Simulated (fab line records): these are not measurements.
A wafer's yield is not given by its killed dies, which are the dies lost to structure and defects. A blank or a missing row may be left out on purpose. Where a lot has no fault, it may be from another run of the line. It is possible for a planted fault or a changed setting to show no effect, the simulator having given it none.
fab line records	flow sky130
record lots=11	wafers=33	last_day=50
route steps=708 shown VIA4@641 METAL5@665 PAD_OPEN@708
lots that met no fault: from a run of the same line without faults
start_h: start of the lot's first displayed wafer, in hours after the record's first day	wait_h: how many hours have passed since the lot's step before this one	" unchanged from the row above	L1.1+2: a single row standing in for several wafers	- value missing, or start not given	* or withheld: withheld	< > ~ a bound
route shown NAME@n: NAME is a module with steps in the file, n the number in the route of the first one	usual: mean/standard deviation of fault-free wafers	same: alike in all rows	chamber/n: place in a boat	sites: per-site readings	_std_site: their standard deviation	_edge_site: mean of outer sites minus mean of inner sites	radius_mm: for every site, how far away it sits from the centre of the wafer	mask NAME#n: copy n	behind: the tool/chamber that last shaped the wafer	hold: cause of the lot's hold/its duration in hours/its outcome	device: whichever transistor did not switch (one of n, p or np)	end of line: the tests these same wafers got at the end of their route	for a step that has no rows: nothing shown but its recipe	killed: count of dies lost to structure and defects at first sort (not the wafer's yield)	map: per-die view of a wafer (x killed, . not killed, _ where there is no die)
set.NAME: the setting that was run; set.NAME@STEP: the one run at that earlier step	model.NAME: the simulator's own value behind a step, which no gauge read
a sample of lots followed through the steps of the route, with each step as a table and each wafer as a row
services: from which hour (start_h, from the record's first day; less than 0 if before it) a tool's chamber was out of use, for how many hours, and why
## steps
# step SKY_VIA4_CMP_02
# recipe material=SiO2	down_force_psi=4	platen_rpm=60	pad_velocity_m_s=0.94248
# usual head_pressure_psi=4.000/0.0098	motor_current_A=11.6/0.77
lot.wafer	tool	chamber	start_h	wait_h	head_pressure_psi	motor_current_A
L767.3	cmp-01	0	980.05	0.0	3.999	10.7
L767.2	"	1	"	"	3.980	11.2
L767.6	"	0	"	"	3.995	10.8
L769.3	cmp-02	0	997.75	0.3	4.014	11.1
L769.1	"	1	"	"	4.008	12.6
L769.4	"	2	"	"	4.003	12.3
L771.4	cmp-01	1	1010.26	0.0	4.002	11.3
L771.3	"	0	"	"	4.016	10.8
L771.5	"	2	"	"	4.008	12.8
L774.3	cmp-02	1	1022.62	0.0	4.001	12.0
L774.2	"	2	"	"	3.998	11.7
L774.6	"	1	"	"	4.011	13.1
L773.2	cmp-01	3	1027.11	0.0	3.998	12.0
L773.3	"	0	"	"	3.997	10.5
L773.4	"	1	"	"	4.005	11.0
L775.2	cmp-01	2	1035.05	0.1	4.007	12.3
L775.3	"	3	"	"	3.994	11.9
L775.5	"	2	"	"	4.015	12.5
L777.1	cmp-01	0	1048.25	0.1	3.981	10.7
L777.4	"	2	"	"	4.001	13.1
L777.5	"	0	"	"	4.007	10.4
L782.4	cmp-01	1	1078.26	0.1	3.976	11.7
L782.2	"	3	"	"	4.001	12.1
L782.6	"	0	"	"	4.006	10.1
L784.2	cmp-02	1	1092.95	0.1	4.006	13.1
L784.4	"	2	"	"	4.003	11.7
L784.6	"	3	"	"	3.984	11.0
L785.2	cmp-01	0	1098.22	0.0	3.993	11.1
L785.4	"	1	"	"	3.999	11.2
L785.6	"	0	"	"	3.999	10.7
L788.4	cmp-01	1	1115.37	0.0	4.002	11.4
L788.1	"	0	"	"	4.006	11.2
L788.5	"	2	"	"	4.004	13.2
# step SKY_METAL5_SPUTTER_04
# recipe material=TiN	target_thk_nm=70	power_w=6500	time_s=58.3	chamber_pressure_pa=0.4
# usual throttle_valve_pct=29.6/0.88
lot.wafer	tool	chamber	start_h	wait_h	throttle_valve_pct
L767.2	pvd_sputter-02	-	1005.44	0.0	29.9
L767.3	"	-	"	"	28.2
L767.6	"	-	"	"	30.0
L769.1	pvd_sputter-03	-	1022.06	0.0	29.8
L769.3	"	-	"	"	30.4
L769.4	"	-	"	"	29.6
L771.3	pvd_sputter-01	-	1034.51	0.0	30.5
L771.4	"	-	"	"	29.4
L771.5	"	-	"	"	29.6
L774.2	pvd_sputter-03	-	1046.48	0.0	29.6
L774.3	"	-	"	"	30.1
L774.6	"	-	"	"	29.6
L773.2	pvd_sputter-03	-	1051.04	0.0	30.2
L773.3	"	-	"	"	29.4
L773.4	"	-	"	"	29.7
L775.2	pvd_sputter-01	-	1059.49	0.0	30.0
L775.3	"	-	"	"	28.5
L775.5	"	-	"	"	30.4
L777.1	pvd_sputter-01	-	1070.94	0.0	30.6
L777.4	"	-	"	"	28.4
L777.5	"	-	"	"	28.6
L782.2	pvd_sputter-02	-	1100.51	0.0	29.8
L782.4	"	-	"	"	29.6
L782.6	"	-	"	"	29.7
L784.2	pvd_sputter-02	-	1114.70	0.0	28.3
L784.4	"	-	"	"	28.5
L784.6	"	-	"	"	28.2
L785.2	pvd_sputter-01	-	1119.97	0.0	30.6
L785.4	"	-	"	"	29.7
L785.6	"	-	"	"	29.4
L788.1	pvd_sputter-02	-	1136.05	0.0	29.7
L788.4	"	-	"	"	28.1
L788.5	"	-	"	"	28.6
# step SKY_METAL5_THK_MEAS_06
# recipe thk_meas_gauge=xrf	reads=AlCu_of_METAL5_SPUTTER_02
# usual METAL5_ALCU_THK=1138/10
lot.wafer	tool	chamber	start_h	wait_h	METAL5_ALCU_THK[nm]
L767.2	film_metro-01	-	1005.62	0.1	1151
L767.3	"	-	"	"	1156
L767.6	"	-	"	"	1154
L769.1	film_metro-01	-	1022.23	0.1	1129
L769.3	"	-	"	"	1133
L769.4	"	-	"	"	1147
L771.3	film_metro-04	-	1034.70	0.1	1135
L771.4	"	-	"	"	1147
L771.5	"	-	"	"	1138
L774.2	film_metro-01	-	1046.66	0.1	1158
L774.3	"	-	"	"	1143
L774.6	"	-	"	"	1139
L773.2	film_metro-01	-	1051.22	0.1	1136
L773.3	"	-	"	"	1133
L773.4	"	-	"	"	1125
L775.2	film_metro-01	-	1059.67	0.1	1130
L775.3	"	-	"	"	1142
L775.5	"	-	"	"	1135
L777.1	film_metro-04	-	1071.11	0.1	1128
L777.4	"	-	"	"	1136
L777.5	"	-	"	"	1134
L782.2	film_metro-04	-	1100.69	0.1	1116
L782.4	"	-	"	"	1121
L782.6	"	-	"	"	1132
L784.2	film_metro-01	-	1114.87	0.1	1139
L784.4	"	-	"	"	1136
L784.6	"	-	"	"	1144
L785.2	film_metro-01	-	1120.15	0.1	1121
L785.4	"	-	"	"	1122
L785.6	"	-	"	"	1138
L788.1	film_metro-04	-	1136.26	0.1	1144
L788.4	"	-	"	"	1139
L788.5	"	-	"	"	1153
# step SKY_METAL5_METAL_ETCH_15
# recipe target_depth_a=12600	stop_on=SiO2	over_etch_frac=0.2	time_s=252	chemistry=Cl2/BCl3	resist_sidewall_deg=86	pressure_mtorr=10	icp_w=900	bias_w=48.5	Cl2_flow_sccm=60	bcl3_flow_sccm=30
# usual drypump_motor_current_A=5.5/0.53	oes_product_au=0.894/0.0048	throttle_valve_pct=22.265/0.0087
lot.wafer	tool	chamber	start_h	wait_h	drypump_motor_current_A	oes_product_au	rf_hours_counter_h	throttle_valve_pct
L767.2	rie_metal-01	0	1028.26	0.0	5.5	0.900	15	22.271
L767.3	"	1	"	"	5.5	0.893	-	22.250
L767.6	"	1	"	"	5.4	0.889	-	22.246
L769.1	rie_metal-01	1	1044.44	0.0	5.3	0.896	13	22.265
L769.3	"	0	"	"	5.5	0.897	-	22.254
L769.4	"	1	"	"	5.4	0.896	-	22.250
L771.3	rie_metal-04	0	1056.51	0.1	6.6	0.892	-	22.282
L771.4	"	1	"	"	5.3	0.894	-	22.263
L771.5	"	0	"	"	6.6	0.893	-	22.273
L774.2	rie_metal-02	0	1068.68	0.1	5.4	0.896	-	22.266
L774.3	"	0	"	"	5.4	0.900	-	22.268
L774.6	"	0	"	"	5.4	0.895	-	22.253
L773.2	rie_metal-02	0	1072.13	0.1	5.4	0.902	-	22.257
L773.3	"	0	"	"	5.4	0.889	-	22.273
L773.4	"	0	"	"	5.4	0.896	-	22.283
L775.2	rie_metal-04	1	1080.19	0.0	5.3	0.888	21	22.285
L775.3	"	0	"	"	6.6	0.900	-	22.270
L775.5	"	1	"	"	5.3	0.892	-	22.267
L777.1	rie_metal-02	0	1091.82	0.0	5.4	0.753	11	22.258
L777.4	"	0	"	"	5.4	0.758	-	22.268
L777.5	"	1	"	"	4.8	0.755	-	22.259
L782.2	rie_metal-02	1	1120.51	0.0	4.8	0.753	3	22.277
L782.4	"	1	"	"	4.8	0.752	-	22.273
L782.6	"	1	"	"	4.8	0.754	-	22.276
L784.2	rie_metal-04	0	1134.02	0.0	6.6	0.902	8	22.270
L784.4	"	0	"	"	6.6	0.891	-	22.272
L784.6	"	1	"	"	5.3	0.903	-	22.273
L785.2	rie_metal-01	0	1138.77	0.0	5.5	0.891	23	22.267
L785.4	"	1	"	"	5.4	0.899	-	22.263
L785.6	"	1	"	"	5.4	0.896	-	22.259
L788.1	rie_metal-04	1	1154.06	0.0	5.3	0.896	26	22.274
L788.4	"	0	"	"	6.6	0.890	-	22.269
L788.5	"	1	"	"	5.3	0.889	-	22.266
# step SKY_METAL5_STRIP_16
# recipe chemistry=O2/N2	power_w=1400	pressure_mtorr=1500	platen_temp_c=withheld	o2_flow_sccm=3000	n2_flow_sccm=300	overash_fraction=0.5
# usual drypump_motor_current_A=5.8/0.43	oes_product_au=0.709/0.0042	strip_time_to_endpoint_s=13.12/0.099
lot.wafer	tool	chamber	start_h	wait_h	drypump_motor_current_A	oes_product_au	rf_hours_counter_h	strip_time_to_endpoint_s
L767.2	plasma_asher-04	0	1028.50	0.2	5.9	0.704	28	13.18
L767.3	"	1	"	"	6.2	0.705	-	13.04
L767.6	"	0	"	"	5.9	0.710	-	13.02
L769.1	plasma_asher-04	0	1044.67	0.2	5.9	0.706	30	13.04
L769.3	"	0	"	"	5.9	0.707	-	13.12
L769.4	"	1	"	"	6.2	0.716	-	13.02
L771.3	plasma_asher-04	0	1056.70	0.1	5.8	0.709	-	13.10
L771.4	"	1	"	"	6.2	0.715	-	13.03
L771.5	"	1	"	"	6.2	0.710	-	13.13
L774.2	plasma_asher-04	1	1069.07	0.3	6.2	0.707	33	13.24
L774.3	"	1	"	"	6.1	0.703	-	13.23
L774.6	"	0	"	"	5.9	0.704	-	13.20
L773.2	plasma_asher-02	0	1072.53	0.3	5.3	0.715	87	13.13
L773.3	"	0	"	"	5.3	0.706	-	13.13
L773.4	"	1	"	"	5.7	0.719	-	13.22
L775.2	plasma_asher-03	0	1080.42	0.2	6.7	0.707	2	13.16
L775.3	"	0	"	"	6.7	0.708	-	13.25
L775.5	"	1	"	"	5.5	0.718	-	13.13
L777.1	plasma_asher-02	1	1092.06	0.2	5.8	0.713	89	16.41
L777.4	"	0	"	"	5.3	0.713	-	16.40
L777.5	"	1	"	"	5.7	0.704	-	16.39
L782.2	plasma_asher-02	1	1120.75	0.2	5.7	0.707	92	16.51
L782.4	"	0	"	"	5.3	0.711	-	16.55
L782.6	"	0	"	"	5.3	0.703	-	16.56
L784.2	plasma_asher-04	0	1134.26	0.2	5.9	0.709	39	13.19
L784.4	"	0	"	"	5.9	0.709	-	13.10
L784.6	"	1	"	"	6.2	0.712	-	12.94
L785.2	plasma_asher-02	1	1139.01	0.2	5.7	0.714	94	13.03
L785.4	"	1	"	"	5.7	0.710	-	13.06
L785.6	"	1	"	"	5.7	0.704	-	12.90
L788.1	plasma_asher-02	1	1154.30	0.2	5.7	0.718	95	13.13
L788.4	"	1	"	"	5.7	0.715	-	13.17
L788.5	"	0	"	"	5.3	0.703	-	13.13
# step SKY_PAD_OPEN_PROBE_99
# usual defect_limited_yield=82.6/1.9	killed_at_M0_to_M3=43/7	killed_at_M4_up=3.1/2	killed_at_contacts=24/5.3	killed_at_front_end=15/4.2	killed_at_other=0.4/0.66	killed_dies=86/9.5	killed_on_rim=17/3.9	killed_open=47/7.4	killed_short=38/6.2	sort_bin_3_pad_short=0.9/0.44	sort_bin_5_function=10.2/1.4	sort_bin_6_memory=6.4/1.1	sort_n_pass=406/9.5	sort_yield_pct=82.6/1.9
# same gross_dies=492	killed_at_back_side=0	sort_bin_4_leakage[%]=0	sort_bin_8_speed[%]=0
lot.wafer	tool	chamber	start_h	wait_h	defect_limited_yield[%]	killed_at_M0_to_M3	killed_at_M4_up	killed_at_contacts	killed_at_front_end	killed_at_other	killed_dies	killed_on_rim	killed_open	killed_short	sort_bin_3_pad_short[%]	sort_bin_5_function[%]	sort_bin_6_memory[%]	sort_n_pass	sort_yield_pct[%]
L767.2	prober-01	-	1074.82	0.1	82.3	44	7	27	9	0	87	14	41	46	2.2	8.3	7.1	405	82.3
L767.3	prober-01	-	1074.87	0.2	82.5	45	6	23	12	0	86	27	48	38	0.8	9.6	7.1	406	82.5
L767.6	prober-01	-	1075.02	0.2	83.7	45	2	19	14	0	80	13	54	26	0.6	8.7	6.9	412	83.7
L769.1	prober-01	-	1090.78	0.1	82.9	42	3	23	16	0	84	21	44	39	1.4	7.9	7.7	408	82.9
L769.3	prober-01	-	1090.88	0.2	79.1	55	1	34	13	0	103	24	57	46	1.0	12.0	7.9	389	79.1
L769.4	prober-01	-	1090.93	0.2	83.5	48	2	20	11	0	81	15	50	31	0.4	10.4	5.7	411	83.5
L771.3	prober-02	-	1101.80	0.2	81.7	50	5	20	15	0	90	14	50	40	1.6	9.8	6.9	402	81.7
L771.4	prober-02	-	1101.85	0.2	79.9	46	6	23	24	0	99	21	50	48	1.2	12.2	6.7	393	79.9
L771.5	prober-02	-	1101.90	0.2	82.7	48	4	22	10	1	85	12	44	41	0.4	10.6	6.3	407	82.7
L774.2	prober-01	-	1113.99	0.1	85.2	34	6	26	6	1	73	24	44	29	0	7.1	7.7	419	85.2
L774.3	prober-01	-	1114.04	0.2	85.4	34	3	19	16	0	72	17	31	40	1.8	6.9	5.9	420	85.4
L774.6	prober-01	-	1114.19	0.2	81.3	45	4	27	16	0	92	12	61	31	1.6	10.0	7.1	400	81.3
L773.2	prober-02	-	1115.94	0.1	83.9	47	6	19	7	0	79	14	45	34	0.4	9.1	6.5	413	83.9
L773.3	prober-02	-	1115.99	0.2	78.0	52	6	32	18	0	108	20	58	48	0.8	12.0	9.1	384	78.0
L773.4	prober-02	-	1116.04	0.2	81.5	54	3	19	15	0	91	16	46	43	1.2	10.6	6.7	401	81.5
L775.2	prober-01	-	1123.49	0.1	83.9	37	3	25	14	0	79	15	43	36	0.6	7.9	7.5	413	83.9
L775.3	prober-01	-	1123.54	0.2	82.5	37	2	24	23	0	86	18	42	44	0.4	11.4	5.7	406	82.5
L775.5	prober-01	-	1123.64	0.2	82.3	45	4	27	11	0	87	20	51	36	1.4	8.7	7.5	405	82.3
L777.1	prober-01	-	1135.35	0.1	0	47	415	20	10	0	492	96	36	42	0.8	93.7	5.5	0	0
L777.4	prober-01	-	1135.50	0.2	0	51	399	26	14	2	492	96	59	36	0.6	91.3	8.1	0	0
L777.5	prober-01	-	1135.55	0.2	0	32	427	19	14	0	492	96	41	28	0.8	93.9	5.3	0	0
L782.2	prober-01	-	1160.69	0.1	0	46	398	32	16	0	492	96	51	44	1.0	92.5	6.5	0	0
L782.4	prober-01	-	1160.79	0.2	0	47	409	23	13	0	492	96	43	41	1.4	92.9	5.7	0	0
L782.6	prober-01	-	1160.89	0.2	0	35	420	25	12	0	492	96	41	31	1.0	93.9	5.1	0	0
L784.2	prober-01	-	1172.40	0.1	81.3	55	4	19	14	0	92	13	51	40	0.6	11.0	7.1	400	81.3
L784.4	prober-01	-	1172.50	0.2	82.7	46	3	21	15	0	85	18	43	42	0.6	12.4	4.3	407	82.7
L784.6	prober-01	-	1172.60	0.2	83.9	34	2	25	18	0	79	14	49	30	0.4	8.1	7.5	413	83.9
L785.2	prober-02	-	1177.40	0.1	80.7	42	3	33	17	0	95	19	52	42	0.8	12.6	5.9	397	80.7
L785.4	prober-02	-	1177.50	0.2	81.7	57	3	18	11	1	90	14	47	43	0.8	10.2	7.3	402	81.7
L785.6	prober-02	-	1177.60	0.2	84.6	40	2	17	17	0	76	14	33	40	1.2	8.5	5.7	416	84.6
L788.1	prober-01	-	1190.68	0.1	83.1	46	3	11	21	2	83	17	48	33	0.4	12.6	3.9	409	83.1
L788.4	prober-01	-	1190.83	0.2	82.5	42	1	26	16	1	86	17	49	37	1.8	10.6	5.1	406	82.5
L788.5	prober-01	-	1190.88	0.2	83.7	37	4	23	16	0	80	13	47	33	0.8	10.8	4.7	412	83.7
# killed by level:class
L767.2 CONTACT:geometric_particle:open=11 CONTACT:geometric_particle:short=8 METAL1:geometric_particle:short=7 VIA1:geometric_particle:open=7 VIA2:geometric_particle:open=7 LI_CONTACT:geometric_particle:open=6 METAL2:geometric_particle:short=6 VIA1:geometric_particle:short=5
L767.3 LI_CONTACT:geometric_particle:open=10 VIA1:geometric_particle:open=8 METAL4:geometric_particle:short=6 VIA3:geometric_particle:open=6 LI_CONTACT:geometric_particle:short=5 METAL1:geometric_particle:open=5 METAL2:geometric_particle:short=5 VIA2:geometric_particle:open=5
L767.6 VIA1:geometric_particle:open=15 CONTACT:geometric_particle:open=9 VIA2:geometric_particle:open=9 LI_CONTACT:geometric_particle:open=7 FIELD_ISO:geometric_particle:open=5 METAL2:geometric_particle:short=5 FIELD_ISO:geometric_particle:short=4 METAL3:geometric_particle:short=3
L769.1 VIA1:geometric_particle:open=10 CONTACT:geometric_particle:open=8 LI_CONTACT:geometric_particle:open=6 VIA1:geometric_particle:short=6 VIA2:geometric_particle:open=5 FIELD_ISO:geometric_particle:open=4 CONTACT:geometric_particle:short=4 FIELD_ISO:geometric_particle:short=3
L769.3 VIA1:geometric_particle:open=16 CONTACT:geometric_particle:open=14 VIA3:geometric_particle:open=9 LI_CONTACT:geometric_particle:short=7 LI_CONTACT:geometric_particle:open=7 METAL3:geometric_particle:short=7 VIA1:geometric_particle:short=6 FIELD_ISO:geometric_particle:short=5
L769.4 VIA1:geometric_particle:open=16 CONTACT:geometric_particle:open=6 METAL1:geometric_particle:short=6 VIA3:geometric_particle:open=6 LOCAL_INTERCONNECT:geometric_particle:short=5 VIA2:geometric_particle:open=5 METAL3:geometric_particle:short=5 FIELD_ISO:geometric_particle:open=4
L771.3 VIA1:geometric_particle:open=14 CONTACT:geometric_particle:open=9 VIA1:geometric_particle:short=9 VIA2:geometric_particle:open=8 FIELD_ISO:geometric_particle:open=5 CONTACT:geometric_particle:short=5 VIA3:geometric_particle:open=5 FIELD_ISO:geometric_particle:short=4
L771.4 VIA2:geometric_particle:open=10 POLY_GATE:geometric_particle:short=7 VIA1:geometric_particle:open=7 CONTACT:geometric_particle:short=6 POLY_GATE:geometric_particle:open=6 METAL2:geometric_particle:short=6 FIELD_ISO:geometric_particle:short=5 LI_CONTACT:geometric_particle:open=5
L771.5 VIA1:geometric_particle:open=13 VIA2:geometric_particle:open=7 VIA3:geometric_particle:open=7 METAL2:geometric_particle:short=6 LI_CONTACT:geometric_particle:open=5 LOCAL_INTERCONNECT:geometric_particle:short=5 CONTACT:geometric_particle:short=4 CONTACT:geometric_particle:open=4
L774.2 CONTACT:geometric_particle:open=13 VIA1:geometric_particle:open=10 METAL2:geometric_particle:short=7 LI_CONTACT:geometric_particle:open=5 METAL4:geometric_particle:short=5 CONTACT:geometric_particle:short=4 VIA3:geometric_particle:open=4 LI_CONTACT:geometric_particle:short=3
L774.3 FIELD_ISO:geometric_particle:short=6 CONTACT:geometric_particle:open=6 VIA1:geometric_particle:open=6 METAL2:geometric_particle:short=6 VIA3:geometric_particle:open=5 LOCAL_INTERCONNECT:geometric_particle:short=4 VIA1:geometric_particle:short=4 VIA2:geometric_particle:open=4
L774.6 VIA1:geometric_particle:open=11 LI_CONTACT:geometric_particle:open=10 CONTACT:geometric_particle:open=9 VIA2:geometric_particle:open=7 FIELD_ISO:geometric_particle:open=5 VIA3:geometric_particle:open=5 VIA1:geometric_particle:short=5 POLY_GATE:geometric_particle:short=4
L773.2 VIA1:geometric_particle:open=16 CONTACT:geometric_particle:open=8 VIA3:geometric_particle:open=7 VIA2:geometric_particle:open=7 METAL4:geometric_particle:short=5 LOCAL_INTERCONNECT:geometric_particle:short=4 CONTACT:geometric_particle:short=4 METAL1:geometric_particle:short=4
L773.3 CONTACT:geometric_particle:open=14 VIA1:geometric_particle:open=12 LOCAL_INTERCONNECT:geometric_particle:short=9 VIA1:geometric_particle:short=9 POLY_GATE:geometric_particle:open=6 LI_CONTACT:geometric_particle:open=6 VIA2:geometric_particle:open=6 VIA2:geometric_particle:short=6
L773.4 VIA1:geometric_particle:open=10 VIA2:geometric_particle:open=9 VIA3:geometric_particle:open=9 CONTACT:geometric_particle:open=8 METAL1:geometric_particle:short=7 FIELD_ISO:geometric_particle:short=5 VIA2:geometric_particle:short=5 LI_CONTACT:geometric_particle:open=4
L775.2 CONTACT:geometric_particle:open=8 VIA1:geometric_particle:open=8 LI_CONTACT:geometric_particle:open=7 METAL1:geometric_particle:short=6 METAL3:geometric_particle:short=5 VIA3:geometric_particle:open=5 VIA2:geometric_particle:open=4 POLY_GATE:geometric_particle:open=4
L775.3 CONTACT:geometric_particle:open=10 FIELD_ISO:geometric_particle:short=8 METAL1:geometric_particle:short=8 FIELD_ISO:geometric_particle:open=7 LI_CONTACT:geometric_particle:open=7 VIA2:geometric_particle:open=6 VIA1:geometric_particle:open=5 METAL2:geometric_particle:short=5
L775.5 VIA1:geometric_particle:open=12 CONTACT:geometric_particle:open=10 VIA2:geometric_particle:open=6 LI_CONTACT:geometric_particle:open=5 CONTACT:geometric_particle:short=5 VIA3:geometric_particle:open=4 METAL1:geometric_particle:short=4 METAL3:geometric_particle:short=4
L777.1 METAL5:area_etch=414 METAL2:geometric_particle:short=10 VIA1:geometric_particle:open=8 CONTACT:geometric_particle:open=7 VIA2:geometric_particle:open=7 LI_CONTACT:geometric_particle:open=6 VIA1:geometric_particle:short=5 METAL3:geometric_particle:short=5
L777.4 METAL5:area_etch=397 CONTACT:geometric_particle:open=15 VIA1:geometric_particle:open=13 VIA2:geometric_particle:open=8 METAL2:geometric_particle:short=6 METAL1:geometric_particle:short=5 VIA3:geometric_particle:open=5 FIELD_ISO:geometric_particle:open=4
L777.5 METAL5:area_etch=423 VIA1:geometric_particle:open=10 LI_CONTACT:geometric_particle:open=8 POLY_GATE:geometric_particle:open=5 CONTACT:geometric_particle:open=5 METAL1:geometric_particle:short=5 VIA3:geometric_particle:open=5 METAL4:geometric_particle:short=4
L782.2 METAL5:area_etch=397 LI_CONTACT:geometric_particle:open=10 CONTACT:geometric_particle:open=9 VIA3:geometric_particle:open=7 VIA1:geometric_particle:short=7 VIA2:geometric_particle:open=7 METAL1:geometric_particle:short=6 VIA1:geometric_particle:open=6
L782.4 METAL5:area_etch=408 LI_CONTACT:geometric_particle:open=9 VIA2:geometric_particle:open=9 METAL1:geometric_particle:short=8 VIA1:geometric_particle:open=8 VIA3:geometric_particle:short=6 FIELD_ISO:geometric_particle:short=5 CONTACT:geometric_particle:open=5
L782.6 METAL5:area_etch=420 LI_CONTACT:geometric_particle:open=8 VIA3:geometric_particle:open=8 CONTACT:geometric_particle:short=7 CONTACT:geometric_particle:open=7 VIA1:geometric_particle:open=5 VIA2:geometric_particle:short=4 VIA2:geometric_particle:open=4
L784.2 VIA1:geometric_particle:open=19 VIA3:geometric_particle:open=8 CONTACT:geometric_particle:open=8 VIA2:geometric_particle:open=7 METAL2:geometric_particle:short=6 METAL1:geometric_particle:short=5 POLY_GATE:geometric_particle:short=4 VIA1:geometric_particle:short=4
L784.4 METAL1:geometric_particle:short=12 VIA1:geometric_particle:open=10 CONTACT:geometric_particle:short=7 CONTACT:geometric_particle:open=5 VIA3:geometric_particle:open=5 METAL2:geometric_particle:short=5 FIELD_ISO:geometric_particle:short=4 LI_CONTACT:geometric_particle:open=4
L784.6 CONTACT:geometric_particle:open=13 VIA1:geometric_particle:open=11 VIA2:geometric_particle:open=8 POLY_GATE:geometric_particle:open=5 FIELD_ISO:geometric_particle:open=4 LOCAL_INTERCONNECT:geometric_particle:short=4 METAL1:geometric_particle:short=4 POLY_GATE:geometric_particle:short=3
L785.2 LI_CONTACT:geometric_particle:open=17 VIA2:geometric_particle:open=10 CONTACT:geometric_particle:short=7 VIA3:geometric_particle:open=6 FIELD_ISO:geometric_particle:short=5 POLY_GATE:geometric_particle:short=5 VIA1:geometric_particle:short=5 VIA1:geometric_particle:open=5
L785.4 VIA1:geometric_particle:open=10 METAL2:geometric_particle:short=8 METAL3:geometric_particle:short=8 VIA3:geometric_particle:open=7 LI_CONTACT:geometric_particle:open=6 CONTACT:geometric_particle:open=6 METAL1:geometric_particle:short=6 VIA2:geometric_particle:open=5
L785.6 VIA1:geometric_particle:short=8 METAL1:geometric_particle:short=6 VIA1:geometric_particle:open=6 CONTACT:geometric_particle:short=5 CONTACT:geometric_particle:open=5 VIA2:geometric_particle:open=5 POLY_GATE:geometric_particle:short=4 POLY_GATE:geometric_particle:open=4
L788.1 VIA1:geometric_particle:open=14 FIELD_ISO:geometric_particle:open=9 VIA1:geometric_particle:short=9 VIA2:geometric_particle:open=8 POLY_GATE:geometric_particle:open=6 METAL1:geometric_particle:short=4 VIA3:geometric_particle:short=4 POLY_GATE:geometric_particle:short=3
L788.4 VIA1:geometric_particle:open=13 CONTACT:geometric_particle:open=11 VIA3:geometric_particle:open=7 POLY_GATE:geometric_particle:open=6 CONTACT:geometric_particle:short=6 VIA2:geometric_particle:open=6 VIA1:geometric_particle:short=4 METAL2:geometric_particle:short=4
L788.5 CONTACT:geometric_particle:open=11 VIA1:geometric_particle:open=11 METAL1:geometric_particle:short=8 FIELD_ISO:geometric_particle:open=7 FIELD_ISO:geometric_particle:short=4 LI_CONTACT:geometric_particle:open=4 VIA3:geometric_particle:open=4 VIA2:geometric_particle:open=4
## services
tool	chamber	start_h	hours	kind
pvd_sputter-02	-	957.48	0.6	repair
cmp-02	-	960.55	1.3	repair
cmp-01	-	962.35	5.1	repair
rie_metal-01	-	975.51	2.8	pm
plasma_asher-02	-	978.56	8.0	repair
pvd_sputter-02	-	979.97	1.3	repair
rie_metal-04	0	988.75	-	clean
cmp-01	-	995.16	5.8	pm
cmp-02	-	998.95	2.2	repair
cmp-01	-	1002.02	0.8	repair
cmp-01	-	1003.08	4.3	repair
rie_metal-01	-	1007.54	14.6	pm
cmp-01	-	1023.96	0.4	repair
plasma_asher-02	-	1041.17	6.7	repair
plasma_asher-02	-	1047.85	2.8	pm
plasma_asher-03	-	1055.25	9.0	pm
plasma_asher-02	-	1060.76	1.0	repair
pvd_sputter-03	-	1070.25	6.2	repair
cmp-02	-	1084.23	4.0	pm
cmp-01	-	1090.79	0.5	repair
cmp-01	-	1090.97	4.5	repair
cmp-02	-	1115.95	5.6	pm
cmp-02	-	1124.78	2.3	repair
pvd_sputter-01	-	1134.96	0.5	repair
## key
first_sign step=SKY_METAL5_METAL_ETCH_15	reading=oes_product_au	direction=down	sigmas=29	usual=0.894	struck=0.754
effect step=SKY_METAL5_STRIP_16	reading=strip_time_to_endpoint_s	direction=up	sigmas=34	usual=*	struck=*
effect step=SKY_PAD_OPEN_PROBE_99	reading=killed_at_M4_up	direction=up	sigmas=99+	usual=3.1	struck=411.3
more_kills_born_at SKY_METAL5_METAL_ETCH_15@rie_metal-02=2459
met_at SKY_METAL5_METAL_ETCH_15
struck_lots L777,L782
later_rows_left_out L777.1,L777.4,L777.5,L782.2,L782.4,L782.6
not_acting_at SKY_VIA4_CMP_02,SKY_METAL5_SPUTTER_04,SKY_METAL5_THK_MEAS_06
onset_between 1072.13 1091.82
fault kind=process_parameter_drift	tool=rie_metal-02	chamber=-	onset_h=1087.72	steps=SKY_METAL5_METAL_ETCH_15	channel=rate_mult	offset=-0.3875	shape=step	end_h=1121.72
# later_rows_left_out: the simulator's readings of these wafers behind a module that went badly wrong aren't trusted and aren't shown, but for the sort
